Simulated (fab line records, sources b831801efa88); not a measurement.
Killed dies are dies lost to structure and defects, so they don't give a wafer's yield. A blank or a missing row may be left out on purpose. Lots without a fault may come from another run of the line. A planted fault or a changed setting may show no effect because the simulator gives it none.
Which tool did it? | flow sky130 | 6 lots, 18 wafers sampled, at 1 step of a route of 708

WHAT THE GAUGES READ, wafer by wafer
SKY_GATE_OXIDE_OVL_MEAS_10.
lot  | measured     | on         | GATE_OXIDE_OVL (nm)
L633 | day 14 03:38 | overlay-02 | 0.7 -0.9 -1.2
L635 | day 15 01:47 | overlay-02 | -0.4 0.1 1.0
L641 | day 17 00:20 | overlay-01 | 1.2 0.5 1.4
L644 | day 17 21:04 | overlay-02 | 0.2 -1.4 -2.2
L652 | day 21 10:31 | overlay-02 | 1.3 -0.2 0.6
L654 | day 22 04:05 | overlay-01 | 0.7 -0.8 0.3

WHICH TOOL RAN EACH LOT (tool, then ch and the chambers of the sampled wafers, then the start)
The record holds no process step before these readings.

THE ANSWER, worked out from the rows above alone
Rule: what is usual is taken from the lots themselves. Put in order of their means at a reading, lots are off if they are a third of the lots or fewer, leave a main group of 4 or more, and stand apart from it by a gap of 3 or more times the standard deviation of the main group's means; of several such gaps the widest counts. A main group whose means are all the same, to the digits that the tables above print for the reading, isn't used. A lot without any number at a reading at which 4 lots or more have one is off too. The other lots that the step has rows for count as sound.
No lot is off at any reading shown: from this, nothing can be told.

WHAT THE SIMULATOR HAD PUT IN
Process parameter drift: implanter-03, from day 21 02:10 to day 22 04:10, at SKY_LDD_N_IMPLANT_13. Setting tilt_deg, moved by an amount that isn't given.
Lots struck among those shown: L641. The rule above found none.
